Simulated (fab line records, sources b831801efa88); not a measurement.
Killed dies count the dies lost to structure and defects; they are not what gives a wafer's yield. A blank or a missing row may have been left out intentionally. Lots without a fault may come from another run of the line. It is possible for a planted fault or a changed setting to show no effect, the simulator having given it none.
fab line records ; flow sky130 ; part 1 of 2: steps 1 to 43 of 44
record lots=6; wafers=18; last_day=50
route steps=708 shown SONOS_TUNNEL@160 SONOS_ONO@168 GATE_OXIDE@187 PAD_OPEN@708
lots with no fault: from the same line, run without faults
start_h: hours from the record's first day to the start of the lot's first wafer shown ; wait_h: time in hours since the lot's previous step ; " same as the row above ; L1.1+2: several wafers, shown together as one row ; - no value, or no start given ; * or withheld: withheld ; < > ~ a bound
route shown NAME@n: NAME is a module with steps in the file, n the number in the route of the first one ; usual: mean and standard deviation over wafers with no fault ; same: alike in all rows ; chamber/n: place in a boat ; sites: each site's reading ; _std_site: the standard deviation of these ; _edge_site: mean of outer sites minus mean of inner sites ; radius_mm: for every site, how far away it sits from the centre of the wafer ; mask NAME#n: copy n ; behind: tool/chamber where the wafer was last shaped ; hold: what put the lot on hold/how long, in hours/how the hold closed ; device: names the non-switching transistor (n, p or np) ; end of line: the route-end tests of the same wafers ; a step given without rows: its recipe and nothing more ; killed: dies lost to structure and defects at the first sort, not the wafer's yield ; map: the dies of a wafer, with x for killed, . for not killed, _ for no die there
set.NAME: the setting that was run; set.NAME@STEP: the one run at that earlier step ; model.NAME: the simulator's own value behind a step, which no gauge read
certain route steps with their lots: each step a table, each wafer a row
services: from which hour (start_h, from the record's first day; less than 0 if before it) a tool's chamber was out of use, for how many hours, and why
## steps
# step SKY_SONOS_TUNNEL_DEVELOP_06
# recipe resist=NOVOLAK; developer=TMAH; develop_time_s=60; dev_temp_c=23
# step SKY_SONOS_TUNNEL_CD_MEAS_07
# recipe target_cd_nm=410
# usual cd_nm=410.2/2.3
lot.wafer;tool;chamber;start_h;wait_h;cd_nm
L930.3;cd_sem-01;-;295.69;0.1;409.8
L930.4;cd_sem-01;-;295.69;0.1;410.1
L930.6;cd_sem-01;-;295.69;0.1;412.2
L929.3;cd_sem-01;-;297.84;0.1;408.1
L929.4;cd_sem-01;-;297.84;0.1;410.2
L929.6;cd_sem-01;-;297.84;0.1;410.2
L942.2;cd_sem-01;-;386.47;0.1;409.7
L942.4;cd_sem-01;-;386.47;0.1;407.5
L942.6;cd_sem-01;-;386.47;0.1;407.9
L944.4;cd_sem-02;-;401.66;0.1;411.0
L944.5;cd_sem-02;-;401.66;0.1;410.7
L944.6;cd_sem-02;-;401.66;0.1;414.7
L947.2;cd_sem-02;-;419.39;0.1;407.3
L947.4;cd_sem-02;-;419.39;0.1;404.2
L947.6;cd_sem-02;-;419.39;0.1;407.7
L948.2;cd_sem-01;-;434.88;0.1;411.6
L948.5;cd_sem-01;-;434.88;0.1;411.6
L948.6;cd_sem-01;-;434.88;0.1;409.0
# step SKY_SONOS_TUNNEL_OVL_MEAS_08
# usual SONOS_TUNNEL_OVL=-0.3/1.5
lot.wafer;tool;chamber;start_h;wait_h;SONOS_TUNNEL_OVL[nm]
L930.3;overlay-01;-;295.79;0.1;-1.8
L930.4;overlay-01;-;295.79;0.1;-1.5
L930.6;overlay-01;-;295.79;0.1;-1.6
L929.3;overlay-02;-;297.94;0.1;0.4
L929.4;overlay-02;-;297.94;0.1;1.3
L929.6;overlay-02;-;297.94;0.1;0.5
L942.2;overlay-02;-;386.58;0.1;2.2
L942.4;overlay-02;-;386.58;0.1;3.0
L942.6;overlay-02;-;386.58;0.1;2.0
L944.4;overlay-01;-;401.74;0.1;1.9
L944.5;overlay-01;-;401.74;0.1;0.9
L944.6;overlay-01;-;401.74;0.1;-0.5
L947.2;overlay-02;-;419.49;0.1;0.9
L947.4;overlay-02;-;419.49;0.1;0.2
L947.6;overlay-02;-;419.49;0.1;0.9
L948.2;overlay-02;-;434.99;0.1;0.8
L948.5;overlay-02;-;434.99;0.1;1.0
L948.6;overlay-02;-;434.99;0.1;0.0
# step SKY_SONOS_TUNNEL_IMPLANT_09
# recipe species=B; energy_kev=20; dose_cm2=1e+12; tilt_deg=withheld
# step SKY_SONOS_TUNNEL_WET_ETCH_10
# recipe chemistry=dHF; target_depth_nm=14; target=SiO2; dilution=100:1; temp_c=25; time_s=280
# step SKY_SONOS_TUNNEL_STRIP_11
# recipe chemistry=SPM; time_s=600; temp_c=130
# step SKY_SONOS_TUNNEL_TW_MEAS_12
# usual SONOS_TUNNEL_TW=197.6/1.2
lot.wafer;tool;chamber;start_h;wait_h;SONOS_TUNNEL_TW
L930.3;film_metro-04;-;296.24;0.0;197.2
L930.4;film_metro-04;-;296.24;0.0;198.2
L930.6;film_metro-04;-;296.24;0.0;197.6
L929.3;film_metro-03;-;298.40;0.0;197.9
L929.4;film_metro-03;-;298.40;0.0;197.8
L929.6;film_metro-03;-;298.40;0.0;197.1
L942.2;film_metro-04;-;387.03;0.0;197.1
L942.4;film_metro-04;-;387.03;0.0;196.0
L942.6;film_metro-04;-;387.03;0.0;195.2
L944.4;film_metro-04;-;402.21;0.0;196.4
L944.5;film_metro-04;-;402.21;0.0;194.8
L944.6;film_metro-04;-;402.21;0.0;196.3
L947.2;film_metro-02;-;420.12;0.0;198.0
L947.4;film_metro-02;-;420.12;0.0;199.4
L947.6;film_metro-02;-;420.12;0.0;198.7
L948.2;film_metro-02;-;435.44;0.0;198.3
L948.5;film_metro-02;-;435.44;0.0;199.2
L948.6;film_metro-02;-;435.44;0.0;198.0
# step SKY_SONOS_TUNNEL_CLEAN_13
# recipe chemistry=dHF; time_s=20; dilution=100:1; dry=ipa_marangoni
# step SKY_SONOS_ONO_OXIDATION_00
# recipe temp_c=800; ambient=O2; idle_temp_c=700; ramp_up_c_per_min=10; ramp_down_c_per_min=3; stabilise_s=600; purge_s=300; target_thk_a=26; ox_time_s=1230
# step SKY_SONOS_ONO_THK_MEAS_01
# recipe reads=SiO2_of_SONOS_ONO_OXIDATION_00
# usual SONOS_ONO_OXIDATION_THK=2.58/0.052
lot.wafer;tool;chamber;start_h;wait_h;SONOS_ONO_OXIDATION_THK[nm]
L930.3;film_metro-03;-;297.66;0.0;2.52
L930.4;film_metro-03;-;297.66;0.0;2.52
L930.6;film_metro-03;-;297.66;0.0;2.51
L929.3;film_metro-03;-;299.82;0.0;2.62
L929.4;film_metro-03;-;299.82;0.0;2.61
L929.6;film_metro-03;-;299.82;0.0;2.61
L942.2;film_metro-03;-;388.53;0.0;2.58
L942.4;film_metro-03;-;388.53;0.0;2.62
L942.6;film_metro-03;-;388.53;0.0;2.66
L944.4;film_metro-01;-;405.16;0.0;2.53
L944.5;film_metro-01;-;405.16;0.0;2.58
L944.6;film_metro-01;-;405.16;0.0;2.55
L947.2;film_metro-02;-;422.76;0.0;2.63
L947.4;film_metro-02;-;422.76;0.0;2.50
L947.6;film_metro-02;-;422.76;0.0;2.56
L948.2;film_metro-01;-;436.86;0.0;2.53
L948.5;film_metro-01;-;436.86;0.0;2.59
L948.6;film_metro-01;-;436.86;0.0;2.58
# step SKY_SONOS_ONO_CVD_02
# recipe material=Si3N4; precursor=DCS/NH3; target_thk_nm=10.5; temp_c=770; time_s=180; pressure_mtorr=250
# step SKY_SONOS_ONO_THK_MEAS_03
# recipe reads=Si3N4_of_SONOS_ONO_CVD_02
# usual SONOS_ONO_CVD_02_THK=10.58/0.14
lot.wafer;tool;chamber;start_h;wait_h;SONOS_ONO_CVD_02_THK[nm]
L930.3;film_metro-01;-;300.10;0.0;10.60
L930.4;film_metro-01;-;300.10;0.0;10.56
L930.6;film_metro-01;-;300.10;0.0;10.61
L929.3;film_metro-01;-;301.15;0.0;10.73
L929.4;film_metro-01;-;301.15;0.0;10.82
L929.6;film_metro-01;-;301.15;0.0;10.64
L942.2;film_metro-03;-;391.44;0.0;10.59
L942.4;film_metro-03;-;391.44;0.0;10.54
L942.6;film_metro-03;-;391.44;0.0;10.75
L944.4;film_metro-01;-;406.93;0.0;10.48
L944.5;film_metro-01;-;406.93;0.0;10.35
L944.6;film_metro-01;-;406.93;0.0;10.43
L947.2;film_metro-03;-;454.37;0.0;10.63
L947.4;film_metro-03;-;454.37;0.0;10.61
L947.6;film_metro-03;-;454.37;0.0;10.53
L948.2;film_metro-02;-;454.37;0.0;10.65
L948.5;film_metro-02;-;454.37;0.0;10.66
L948.6;film_metro-02;-;454.37;0.0;10.67
# step SKY_SONOS_ONO_CVD_04
# recipe material=SiO2; precursor=SiH4/N2O; target_thk_nm=5.7199; temp_c=900; pressure_mtorr=400
# usual zone_power_upper_pct=16.9/2.6
lot.wafer;tool;chamber;start_h;wait_h;zone_power_upper_pct;model.SiO2_of_SONOS_ONO_CVD_04.thk_nm
L930.3;lpcvd-03;0;300.14;0.0;18.6;5.51
L930.4;lpcvd-03;0;300.14;0.0;18.8;5.437
L930.6;lpcvd-03;0;300.14;0.0;19.2;5.478
L929.3;lpcvd-03;0;301.39;0.2;19.1;5.526
L929.4;lpcvd-03;0;301.39;0.2;19.0;5.437
L929.6;lpcvd-03;0;301.39;0.2;19.0;5.435
L942.2;lpcvd-03;1;391.49;0.0;13.8;5.827
L942.4;lpcvd-03;1;391.49;0.0;13.8;5.818
L942.6;lpcvd-03;1;391.49;0.0;13.8;5.821
L944.4;lpcvd-03;0;406.96;0.0;19.0;5.862
L944.5;lpcvd-03;0;406.96;0.0;18.9;5.871
L944.6;lpcvd-03;0;406.96;0.0;18.9;5.849
L947.2;lpcvd-03;1;454.42;0.0;13.4;5.747
L947.4;lpcvd-03;1;454.42;0.0;13.6;5.85
L947.6;lpcvd-03;1;454.42;0.0;13.6;5.707
L948.2;lpcvd-03;1;454.42;0.0;13.7;5.719
L948.5;lpcvd-03;1;454.42;0.0;13.3;5.806
L948.6;lpcvd-03;1;454.42;0.0;13.6;5.752
# step SKY_SONOS_ONO_THK_MEAS_05
# recipe reads=SiO2_of_SONOS_ONO_CVD_04
# usual SONOS_ONO_CVD_04_THK=5.83/0.081
lot.wafer;tool;chamber;start_h;wait_h;SONOS_ONO_CVD_04_THK[nm]
L930.3;film_metro-03;-;301.41;0.0;5.50
L930.4;film_metro-03;-;301.41;0.0;5.41
L930.6;film_metro-03;-;301.41;0.0;5.43
L929.3;film_metro-03;-;302.66;0.0;5.55
L929.4;film_metro-03;-;302.66;0.0;5.44
L929.6;film_metro-03;-;302.66;0.0;5.47
L942.2;film_metro-03;-;392.75;0.0;5.88
L942.4;film_metro-03;-;392.75;0.0;5.76
L942.6;film_metro-03;-;392.75;0.0;5.83
L944.4;film_metro-03;-;408.27;0.1;5.82
L944.5;film_metro-03;-;408.27;0.1;5.88
L944.6;film_metro-03;-;408.27;0.1;5.80
L947.2;film_metro-03;-;455.68;0.0;5.76
L947.4;film_metro-03;-;455.68;0.0;5.88
L947.6;film_metro-03;-;455.68;0.0;5.68
L948.2;film_metro-02;-;455.69;0.0;5.74
L948.5;film_metro-02;-;455.69;0.0;5.79
L948.6;film_metro-02;-;455.69;0.0;5.71
# step SKY_SONOS_ONO_DEHYDRATE_06
# recipe temp_c=200; time_s=60
# step SKY_SONOS_ONO_HMDS_07
# recipe prime_time_s=60; prime_temp_c=120
# step SKY_SONOS_ONO_COAT_08
# recipe resist=NOVOLAK; spin_rpm=3000; resist_thk_nm=1140
# step SKY_SONOS_ONO_SOFTBAKE_09
# recipe temp_c=90; time_s=60; resist=NOVOLAK
# step SKY_SONOS_ONO_EXPOSE_10
# recipe mask_id=ONOM; target_cd_nm=410; na=0.6; source_shape=conventional; sigma_outer=0.6; dose_mj=150
# step SKY_SONOS_ONO_PEB_11
# recipe temp_c=withheld; time_s=*; resist=NOVOLAK
# step SKY_SONOS_ONO_DEVELOP_12
# recipe develop_time_s=60; dev_temp_c=23
# step SKY_SONOS_ONO_CD_MEAS_13
# recipe target_cd_nm=410
# usual cd_nm=410.4/2.3
lot.wafer;tool;chamber;start_h;wait_h;cd_nm
L930.3;cd_sem-02;-;326.91;0.1;407.8
L930.4;cd_sem-02;-;326.91;0.1;410.3
L930.6;cd_sem-02;-;326.91;0.1;407.4
L929.3;cd_sem-02;-;328.15;0.1;408.7
L929.4;cd_sem-02;-;328.15;0.1;410.9
L929.6;cd_sem-02;-;328.15;0.1;407.9
L942.2;cd_sem-02;-;421.33;0.1;410.1
L942.4;cd_sem-02;-;421.33;0.1;411.8
L942.6;cd_sem-02;-;421.33;0.1;412.7
L944.4;cd_sem-01;-;438.40;0.1;409.8
L944.5;cd_sem-01;-;438.40;0.1;411.6
L944.6;cd_sem-01;-;438.40;0.1;410.7
L947.2;cd_sem-02;-;485.94;0.1;417.3
L947.4;cd_sem-02;-;485.94;0.1;417.2
L947.6;cd_sem-02;-;485.94;0.1;416.1
L948.2;cd_sem-01;-;486.24;0.1;410.7
L948.5;cd_sem-01;-;486.24;0.1;409.4
L948.6;cd_sem-01;-;486.24;0.1;409.1
# step SKY_SONOS_ONO_OVL_MEAS_14
# usual SONOS_ONO_OVL=0.2/1.5
lot.wafer;tool;chamber;start_h;wait_h;SONOS_ONO_OVL[nm]
L930.3;overlay-01;-;327.00;0.1;-1.3
L930.4;overlay-01;-;327.00;0.1;-1.5
L930.6;overlay-01;-;327.00;0.1;0.3
L929.3;overlay-02;-;328.24;0.1;0.4
L929.4;overlay-02;-;328.24;0.1;1.4
L929.6;overlay-02;-;328.24;0.1;-0.3
L942.2;overlay-02;-;421.44;0.1;0.9
L942.4;overlay-02;-;421.44;0.1;1.4
L942.6;overlay-02;-;421.44;0.1;0.4
L944.4;overlay-01;-;438.47;0.1;0.8
L944.5;overlay-01;-;438.47;0.1;1.3
L944.6;overlay-01;-;438.47;0.1;0.3
L947.2;overlay-02;-;486.04;0.1;-1.7
L947.4;overlay-02;-;486.04;0.1;-0.6
L947.6;overlay-02;-;486.04;0.1;-0.5
L948.2;overlay-01;-;486.34;0.1;-0.8
L948.5;overlay-01;-;486.34;0.1;0.3
L948.6;overlay-01;-;486.34;0.1;-0.4
# step SKY_SONOS_ONO_ETCH_15
# recipe target_depth_nm=19.52; chemistry=CHF3/O2; source_w=600; bias_w=200; pressure_mtorr=40; chf3_flow_sccm=50; O2_flow_sccm=5; time_s=7.8
# usual drypump_motor_current_A=5.6/0.43; oes_product_au=0.999/0.014; throttle_valve_pct=8.823/0.0097
lot.wafer;tool;chamber;start_h;wait_h;drypump_motor_current_A;oes_product_au;rf_hours_counter_h;throttle_valve_pct
L930.3;rie_diel-03;0;327.02;0.0;5.6;0.998;27;8.839
L930.4;rie_diel-03;2;327.02;0.0;5.8;0.986;1;8.820
L930.6;rie_diel-03;0;327.02;0.0;5.6;0.991;-;8.818
L929.3;rie_diel-01;3;328.27;0.0;5.3;0.991;1;8.815
L929.4;rie_diel-01;1;328.27;0.0;5.7;0.986;8;8.809
L929.6;rie_diel-01;3;328.27;0.0;5.3;1.007;-;8.820
L942.2;rie_diel-01;2;421.47;0.0;5.9;1.019;2;8.826
L942.4;rie_diel-01;0;421.47;0.0;5.5;0.996;102;8.815
L942.6;rie_diel-01;0;421.47;0.0;5.5;0.991;-;8.809
L944.4;rie_diel-01;3;438.50;0.0;5.3;0.999;-;8.829
L944.5;rie_diel-01;1;438.50;0.0;5.7;0.989;-;8.828
L944.6;rie_diel-01;2;438.50;0.0;5.8;1.023;-;8.837
L947.2;rie_diel-02;1;486.07;0.0;5.5;0.990;3;8.831
L947.4;rie_diel-02;3;486.07;0.0;5.8;0.996;-;8.822
L947.6;rie_diel-02;1;486.07;0.0;5.5;0.995;-;8.827
L948.2;rie_diel-01;3;486.37;0.0;5.3;0.993;3;8.826
L948.5;rie_diel-01;2;486.37;0.0;5.8;1.005;-;8.835
L948.6;rie_diel-01;1;486.37;0.0;5.7;0.999;-;8.812
# step SKY_SONOS_ONO_WET_ETCH_16
# recipe chemistry=dHF; target_depth_nm=14; dry=n2_spin; target=SiO2; dilution=100:1; temp_c=25; time_s=280
# step SKY_SONOS_ONO_STRIP_17
# recipe chemistry=O2/N2; power_w=1400; pressure_mtorr=1500; platen_temp_c=withheld; o2_flow_sccm=3000; n2_flow_sccm=300; overash_fraction=0.5
# usual drypump_motor_current_A=5.25/0.27; oes_product_au=0.710/0.005; strip_time_to_endpoint_s=14.11/0.036
lot.wafer;tool;chamber;start_h;wait_h;drypump_motor_current_A;oes_product_au;rf_hours_counter_h;strip_time_to_endpoint_s
L930.3;plasma_asher-02;1;327.17;0.0;4.94;0.700;-;14.14
L930.4;plasma_asher-02;0;327.17;0.0;5.49;0.715;-;14.15
L930.6;plasma_asher-02;1;327.17;0.0;4.92;0.712;-;14.11
L929.3;plasma_asher-01;1;328.42;0.0;4.97;0.711;-;14.12
L929.4;plasma_asher-01;0;328.42;0.0;5.48;0.701;-;14.10
L929.6;plasma_asher-01;1;328.42;0.0;4.99;0.706;-;14.13
L942.2;plasma_asher-01;1;421.58;0.0;4.95;0.711;32;14.11
L942.4;plasma_asher-01;0;421.58;0.0;5.49;0.712;-;14.12
L942.6;plasma_asher-01;0;421.58;0.0;5.50;0.710;-;14.11
L944.4;plasma_asher-02;1;438.63;0.0;4.91;0.708;-;14.06
L944.5;plasma_asher-02;1;438.63;0.0;4.92;0.702;-;14.08
L944.6;plasma_asher-02;0;438.63;0.0;5.52;0.709;-;14.05
L947.2;plasma_asher-02;1;486.19;0.0;4.93;0.723;7;14.09
L947.4;plasma_asher-02;1;486.19;0.0;4.93;0.713;-;14.10
L947.6;plasma_asher-02;0;486.19;0.0;5.51;0.712;-;14.03
L948.2;plasma_asher-01;0;486.49;0.0;5.49;0.708;40;14.14
L948.5;plasma_asher-01;0;486.49;0.0;5.49;0.711;-;14.12
L948.6;plasma_asher-01;1;486.49;0.0;4.99;0.726;-;14.10
# step SKY_SONOS_ONO_WET_ETCH_18
# recipe chemistry=H3PO4; target_depth_nm=15; target=Si3N4; temp_c=160; time_s=172
# step SKY_GATE_OXIDE_CLEAN_00
# recipe chemistry=SC1/SC2; mix=1:4:20; temp_c=70; time_s=150; dry=n2_spin
# step SKY_GATE_OXIDE_OXIDATION_01
# recipe temp_c=900; ambient=O2; stabilise_s=600; purge_s=300; target_thk_a=102.68; ox_time_s=1473
# step SKY_GATE_OXIDE_THK_MEAS_02
# recipe reads=SiO2_of_GATE_OXIDE_OXIDATION_01
# usual GATE_OXIDE_OXIDATION_00_THK=10.23/0.22
lot.wafer;tool;chamber;start_h;wait_h;GATE_OXIDE_OXIDATION_00_THK[nm]
L930.3;film_metro-01;-;328.82;0.0;10.22
L930.4;film_metro-01;-;328.82;0.0;10.05
L930.6;film_metro-01;-;328.82;0.0;10.24
L929.3;film_metro-04;-;330.23;0.0;10.40
L929.4;film_metro-04;-;330.23;0.0;10.15
L929.6;film_metro-04;-;330.23;0.0;10.24
L942.2;film_metro-04;-;424.17;0.0;10.29
L942.4;film_metro-04;-;424.17;0.0;10.34
L942.6;film_metro-04;-;424.17;0.0;10.36
L944.4;film_metro-01;-;440.24;0.0;10.01
L944.5;film_metro-01;-;440.24;0.0;10.09
L944.6;film_metro-01;-;440.24;0.0;10.10
L947.2;film_metro-01;-;488.64;0.0;9.79
L947.4;film_metro-01;-;488.64;0.0;9.77
L947.6;film_metro-01;-;488.64;0.0;9.84
L948.2;film_metro-02;-;488.64;0.0;9.98
L948.5;film_metro-02;-;488.64;0.0;10.13
L948.6;film_metro-02;-;488.64;0.0;10.10
# step SKY_GATE_OXIDE_DEHYDRATE_03
# recipe temp_c=200; time_s=60
# step SKY_GATE_OXIDE_HMDS_04
# recipe prime_time_s=60; prime_temp_c=120
# step SKY_GATE_OXIDE_COAT_05
# recipe resist=NOVOLAK; spin_rpm=3000; resist_thk_nm=1140
# step SKY_GATE_OXIDE_SOFTBAKE_06
# recipe temp_c=89.37; time_s=60; resist=NOVOLAK
# step SKY_GATE_OXIDE_EXPOSE_07
# recipe mask_id=LVOM; na=0.6; source_shape=conventional; sigma_outer=0.6; polarization=unpolarized; target_cd_nm=600; dose_mj=170
# step SKY_GATE_OXIDE_PEB_08
# recipe temp_c=withheld; time_s=*; resist=NOVOLAK
# step SKY_GATE_OXIDE_DEVELOP_09
# recipe resist=NOVOLAK; developer=TMAH; develop_time_s=60; dev_temp_c=23
# step SKY_GATE_OXIDE_OVL_MEAS_10
# usual GATE_OXIDE_OVL=0.1/1.6
lot.wafer;tool;chamber;start_h;wait_h;GATE_OXIDE_OVL[nm]
L930.3;overlay-01;-;355.17;0.1;-0.3
L930.4;overlay-01;-;355.17;0.1;-1.8
L930.6;overlay-01;-;355.17;0.1;-1.1
L929.3;overlay-01;-;357.38;0.1;0.9
L929.4;overlay-01;-;357.38;0.1;-1.3
L929.6;overlay-01;-;357.38;0.1;-0.8
L942.2;overlay-02;-;452.49;0.1;1.6
L942.4;overlay-02;-;452.49;0.1;2.5
L942.6;overlay-02;-;452.49;0.1;0.6
L944.4;overlay-01;-;466.47;0.1;-0.2
L944.5;overlay-01;-;466.47;0.1;1.4
L944.6;overlay-01;-;466.47;0.1;-0.1
L948.2;overlay-01;-;518.77;0.1;2.8
L948.5;overlay-01;-;518.77;0.1;2.1
L948.6;overlay-01;-;518.77;0.1;1.7
L947.2;overlay-02;-;519.07;0.1;-0.9
L947.4;overlay-02;-;519.07;0.1;-1.5
L947.6;overlay-02;-;519.07;0.1;-2.2
# step SKY_GATE_OXIDE_IMPLANT_11
# recipe species=B; energy_kev=10; dose_cm2=2.6e+12; tilt_deg=withheld
# step SKY_GATE_OXIDE_WET_ETCH_12
# recipe chemistry=dHF; target_depth_nm=16.8; dry=n2_spin; target=SiO2; dilution=100:1; temp_c=25; time_s=336
# step SKY_GATE_OXIDE_STRIP_13
# recipe chemistry=O2/N2; power_w=1400; pressure_mtorr=1500; platen_temp_c=withheld; o2_flow_sccm=3000; n2_flow_sccm=300; overash_fraction=0.5
# usual drypump_motor_current_A=5.6/0.46; oes_product_au=0.716/0.0045; strip_time_to_endpoint_s=14.21/0.039
lot.wafer;tool;chamber;start_h;wait_h;drypump_motor_current_A;oes_product_au;rf_hours_counter_h;strip_time_to_endpoint_s
L930.3;plasma_asher-04;1;355.47;0.0;6.2;0.725;-;14.18
L930.4;plasma_asher-04;0;355.47;0.0;5.8;0.713;-;14.21
L930.6;plasma_asher-04;1;355.47;0.0;6.2;0.710;-;14.20
L929.3;plasma_asher-04;1;357.69;0.0;6.2;0.710;-;14.25
L929.4;plasma_asher-04;0;357.69;0.0;5.9;0.714;-;14.27
L929.6;plasma_asher-04;1;357.69;0.0;6.2;0.711;-;14.24
L942.2;plasma_asher-01;0;452.77;0.0;5.5;0.709;36;14.21
L942.4;plasma_asher-01;1;452.77;0.0;5.0;0.721;-;14.16
L942.6;plasma_asher-01;0;452.77;0.0;5.5;0.709;-;14.19
L944.4;plasma_asher-04;0;466.78;0.0;5.8;0.715;-;14.24
L944.5;plasma_asher-04;1;466.78;0.0;6.2;0.721;-;14.23
L944.6;plasma_asher-04;0;466.78;0.0;5.8;0.714;-;14.23
L948.2;plasma_asher-02;0;519.05;0.0;5.5;0.721;10;14.20
L948.5;plasma_asher-02;1;519.05;0.0;5.0;0.726;-;14.22
L948.6;plasma_asher-02;0;519.05;0.0;5.5;0.722;-;14.21
L947.2;plasma_asher-04;1;519.35;0.0;6.2;0.716;73;14.28
L947.4;plasma_asher-04;1;519.35;0.0;6.2;0.721;-;14.22
L947.6;plasma_asher-04;1;519.35;0.0;6.2;0.712;-;14.28
# step SKY_GATE_OXIDE_TW_MEAS_14
# usual GATE_OXIDE_TW=223.4/1.2
lot.wafer;tool;chamber;start_h;wait_h;GATE_OXIDE_TW
L930.3;film_metro-04;-;355.56;0.1;221.9
L930.4;film_metro-04;-;355.56;0.1;223.1
L930.6;film_metro-04;-;355.56;0.1;222.7
L929.3;film_metro-01;-;357.78;0.1;221.2
L929.4;film_metro-01;-;357.78;0.1;221.8
L929.6;film_metro-01;-;357.78;0.1;221.7
L942.2;film_metro-02;-;452.88;0.1;224.6
L942.4;film_metro-02;-;452.88;0.1;226.3
L942.6;film_metro-02;-;452.88;0.1;224.6
L944.4;film_metro-01;-;466.88;0.1;223.8
L944.5;film_metro-01;-;466.88;0.1;222.4
L944.6;film_metro-01;-;466.88;0.1;222.8
L948.2;film_metro-04;-;519.16;0.1;223.4
L948.5;film_metro-04;-;519.16;0.1;224.3
L948.6;film_metro-04;-;519.16;0.1;223.9
L947.2;film_metro-02;-;519.46;0.1;225.9
L947.4;film_metro-02;-;519.46;0.1;225.3
L947.6;film_metro-02;-;519.46;0.1;224.6
# step SKY_GATE_OXIDE_CLEAN_15
# recipe chemistry=SC1/SC2; mix=1:4:20; temp_c=70; time_s=150; dry=n2_spin
lot.wafer;tool;chamber;start_h;wait_h;model.SiO2_of_SONOS_ONO_CVD_04.thk_nm
L930.3;wet_bench-02;2;355.60;0.0;3.985
L930.4;wet_bench-02;2;355.60;0.0;3.908
L930.6;wet_bench-02;2;355.60;0.0;3.955
L929.3;wet_bench-04;2;357.82;0.0;4.006
L929.4;wet_bench-04;2;357.82;0.0;3.919
L929.6;wet_bench-04;2;357.82;0.0;3.918
L942.2;wet_bench-01;1;452.93;0.0;4.302
L942.4;wet_bench-01;1;452.93;0.0;4.292
L942.6;wet_bench-01;1;452.93;0.0;4.289
L944.4;wet_bench-02;2;466.91;0.0;4.348
L944.5;wet_bench-02;2;466.91;0.0;4.355
L944.6;wet_bench-02;2;466.91;0.0;4.333
L948.2;wet_bench-01;2;519.21;0.0;4.187
L948.5;wet_bench-01;2;519.21;0.0;4.272
L948.6;wet_bench-01;2;519.21;0.0;4.225
L947.2;wet_bench-02;0;519.51;0.0;4.229
L947.4;wet_bench-02;0;519.51;0.0;4.334
L947.6;wet_bench-02;0;519.51;0.0;4.193
## key
first_sign step=SKY_SONOS_ONO_THK_MEAS_05; reading=SONOS_ONO_CVD_04_THK; direction=down; sigmas=4.5; usual=5.83; struck=5.47
effect none on later readings
model_effect step=SKY_SONOS_ONO_CVD_04; value=SiO2_of_SONOS_ONO_CVD_04.thk_nm; without=5.808; struck=5.47
model_effect step=SKY_GATE_OXIDE_CLEAN_15; value=SiO2_of_SONOS_ONO_CVD_04.thk_nm; without=4.286; struck=3.948
model_effect step=SKY_PAD_OPEN_PROBE_99; value=etest.cap_ono.gate_log10_a_cm2; without=-8.145; struck=-7.708
met_at SKY_SONOS_ONO_CVD_04
struck_wafers L929.3,L929.4,L929.6,L930.3,L930.4,L930.6
tester_left_out L929,L930
fault kind=process_parameter_drift; tool=lpcvd-03; chamber=-; onset_h=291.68; steps=SKY_SONOS_ONO_CVD_04; channel=time_s; offset=*; shape=step; end_h=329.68; stated=*
# tester_left_out: of these lots the tester's yield and bins aren't shown, on N5 and GAA mostly nor the transistor test; their killed dies are dies lost to structure and defects alone, not to doping, threshold or leakage, so they don't give the yield
